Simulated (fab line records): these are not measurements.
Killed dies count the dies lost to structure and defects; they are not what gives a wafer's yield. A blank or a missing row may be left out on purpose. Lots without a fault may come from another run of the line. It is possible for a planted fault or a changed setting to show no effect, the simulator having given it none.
Commonality check across tools / flow sky130 / Lots sampled 14, wafers sampled 42

## WHAT PROMPTED THE OPENING
SKY_VIA1_BOW_MEAS_03, reading VIA1_BOW: flagged on 2 of 14 lots. Fault-free wafers read 80 um, with a standard deviation of 6.9.
Rule: flag the lot when none of its wafers has a number, or when each of its wafers that has one lies beyond 4 standard deviations from that mean. As for the other lots, they are considered sound.

lot=L707; measured=day 32 18:32; on=film_metro-03; VIA1_BOW (um), wafer by wafer=72 66 70; flag=
lot=L708; measured=day 33 10:41; on=film_metro-01; VIA1_BOW (um), wafer by wafer=78 86 88; flag=
lot=L709; measured=day 33 16:16; on=film_metro-03; VIA1_BOW (um), wafer by wafer=79 87 70; flag=
lot=L710; measured=day 34 02:46; on=film_metro-03; VIA1_BOW (um), wafer by wafer=79 73 73; flag=
lot=L711; measured=day 34 18:05; on=film_metro-03; VIA1_BOW (um), wafer by wafer=83 87 81; flag=
lot=L712; measured=day 35 02:09; on=film_metro-04; VIA1_BOW (um), wafer by wafer=77 89 81; flag=
lot=L715; measured=day 35 19:40; on=film_metro-04; VIA1_BOW (um), wafer by wafer=116 130 109; flag=FLAGGED
lot=L716; measured=day 36 01:27; on=film_metro-03; VIA1_BOW (um), wafer by wafer=114 121 115; flag=FLAGGED
lot=L725; measured=day 38 19:34; on=film_metro-04; VIA1_BOW (um), wafer by wafer=73 73 76; flag=
lot=L726; measured=day 38 23:09; on=film_metro-01; VIA1_BOW (um), wafer by wafer=85 90 88; flag=
lot=L727; measured=day 39 06:56; on=film_metro-01; VIA1_BOW (um), wafer by wafer=81 67 71; flag=
lot=L728; measured=day 39 15:51; on=film_metro-03; VIA1_BOW (um), wafer by wafer=81 80 90; flag=
lot=L729; measured=day 39 18:18; on=film_metro-04; VIA1_BOW (um), wafer by wafer=71 74 86; flag=
lot=L730; measured=day 40 00:11; on=film_metro-03; VIA1_BOW (um), wafer by wafer=77 81 68; flag=
The numbers of the flagged lots are 118 um on average: +38 um against the usual, or +5 standard deviations.

## TOOL THAT RAN EACH LOT
2 process steps preceding the reading are held in the record, out of 708 steps in the route. Every cell lists first the tool, next ch and the chambers used by the sampled wafers, and last the start.
lot=L707; flag=; SKY_LOCAL_INTERCONNECT_SPUTTER_00=pvd_sputter-04, day 29 02:12; SKY_VIA1_CMP_02=cmp-01 ch 0,1, day 32 18:13
lot=L708; flag=; SKY_LOCAL_INTERCONNECT_SPUTTER_00=pvd_sputter-02, day 29 18:36; SKY_VIA1_CMP_02=cmp-01 ch 0,1,2, day 33 10:29
lot=L709; flag=; SKY_LOCAL_INTERCONNECT_SPUTTER_00=pvd_sputter-02, day 30 02:40; SKY_VIA1_CMP_02=cmp-02 ch 1,2,3, day 33 15:58
lot=L710; flag=; SKY_LOCAL_INTERCONNECT_SPUTTER_00=pvd_sputter-02, day 30 12:29; SKY_VIA1_CMP_02=cmp-02 ch 1,3, day 34 02:31
lot=L711; flag=; SKY_LOCAL_INTERCONNECT_SPUTTER_00=pvd_sputter-02, day 31 03:30; SKY_VIA1_CMP_02=cmp-02 ch 0,1, day 34 17:41
lot=L712; flag=; SKY_LOCAL_INTERCONNECT_SPUTTER_00=pvd_sputter-01, day 31 12:22; SKY_VIA1_CMP_02=cmp-01 ch 1,2,3, day 35 01:53
lot=L715; flag=FLAGGED; SKY_LOCAL_INTERCONNECT_SPUTTER_00=pvd_sputter-01, day 32 07:25; SKY_VIA1_CMP_02=cmp-02 ch 0,1, day 35 19:25
lot=L716; flag=FLAGGED; SKY_LOCAL_INTERCONNECT_SPUTTER_00=pvd_sputter-02, day 32 13:46; SKY_VIA1_CMP_02=cmp-02 ch 1,2,3, day 36 01:11
lot=L725; flag=; SKY_LOCAL_INTERCONNECT_SPUTTER_00=pvd_sputter-01, day 35 08:20; SKY_VIA1_CMP_02=cmp-02 ch 0,1,3, day 38 19:19
lot=L726; flag=; SKY_LOCAL_INTERCONNECT_SPUTTER_00=pvd_sputter-04, day 35 13:13; SKY_VIA1_CMP_02=cmp-02 ch 0,1,2, day 38 22:51
lot=L727; flag=; SKY_LOCAL_INTERCONNECT_SPUTTER_00=pvd_sputter-02, day 35 20:48; SKY_VIA1_CMP_02=cmp-01 ch 0,1,2, day 39 06:38
lot=L728; flag=; SKY_LOCAL_INTERCONNECT_SPUTTER_00=pvd_sputter-02, day 36 05:49; SKY_VIA1_CMP_02=cmp-02 ch 1,2,3, day 39 15:38
lot=L729; flag=; SKY_LOCAL_INTERCONNECT_SPUTTER_00=pvd_sputter-02, day 36 09:10; SKY_VIA1_CMP_02=cmp-01 ch 1,2,3, day 39 18:00
lot=L730; flag=; SKY_LOCAL_INTERCONNECT_SPUTTER_00=pvd_sputter-01, day 36 15:07; SKY_VIA1_CMP_02=cmp-02 ch 2,3, day 39 23:53
What is done by these steps:
- SKY_LOCAL_INTERCONNECT_SPUTTER_00: material TiN, target thk 100 nm, time 83.3 s.
- SKY_VIA1_CMP_02: polishes SiO2.
- SKY_VIA1_BOW_MEAS_03

## FLAGGED OVER TOTAL, TOOL BY TOOL (the gauges that took the reading come last)
step=SKY_LOCAL_INTERCONNECT_SPUTTER_00; tool=pvd_sputter-01; lots run=4; flagged=1; share of the flagged lots=some; sound lots run after its first flagged lot=2 (L725,L730)
step=SKY_LOCAL_INTERCONNECT_SPUTTER_00; tool=pvd_sputter-02; lots run=8; flagged=1; share of the flagged lots=some; sound lots run after its first flagged lot=3 (L727,L728,L729)
step=SKY_LOCAL_INTERCONNECT_SPUTTER_00; tool=pvd_sputter-04; lots run=2; flagged=0; share of the flagged lots=none; sound lots run after its first flagged lot=-
step=SKY_VIA1_CMP_02; tool=cmp-01; lots run=5; flagged=0; share of the flagged lots=none; sound lots run after its first flagged lot=-
step=SKY_VIA1_CMP_02; tool=cmp-02; lots run=9; flagged=2; share of the flagged lots=all; sound lots run after its first flagged lot=4 (L725,L726,L728,L730)
step=SKY_VIA1_BOW_MEAS_03; tool=film_metro-01; lots run=3; flagged=0; share of the flagged lots=none; sound lots run after its first flagged lot=-
step=SKY_VIA1_BOW_MEAS_03; tool=film_metro-03; lots run=7; flagged=1; share of the flagged lots=some; sound lots run after its first flagged lot=2 (L728,L730)
step=SKY_VIA1_BOW_MEAS_03; tool=film_metro-04; lots run=4; flagged=1; share of the flagged lots=some; sound lots run after its first flagged lot=2 (L725,L729)

## WHAT THE TABLE PERMITS
1 row of the table ran every flagged lot: cmp-02 at SKY_VIA1_CMP_02.
- cmp-02 at SKY_VIA1_CMP_02: 2 of its 9 lots flagged. After the first flagged lot (L725, L726, L728, L730), sound lots still ran on it; a lasting fault on the whole tool would not permit that. On the flagged lots its readings are blank where sound lots have values: edge_zone_pressure_frac, head_pressure_psi, motor_current_A.
Not one row of the table ran every flagged lot while running no sound lot after the first.

## WHAT THE SIMULATOR PUT IN
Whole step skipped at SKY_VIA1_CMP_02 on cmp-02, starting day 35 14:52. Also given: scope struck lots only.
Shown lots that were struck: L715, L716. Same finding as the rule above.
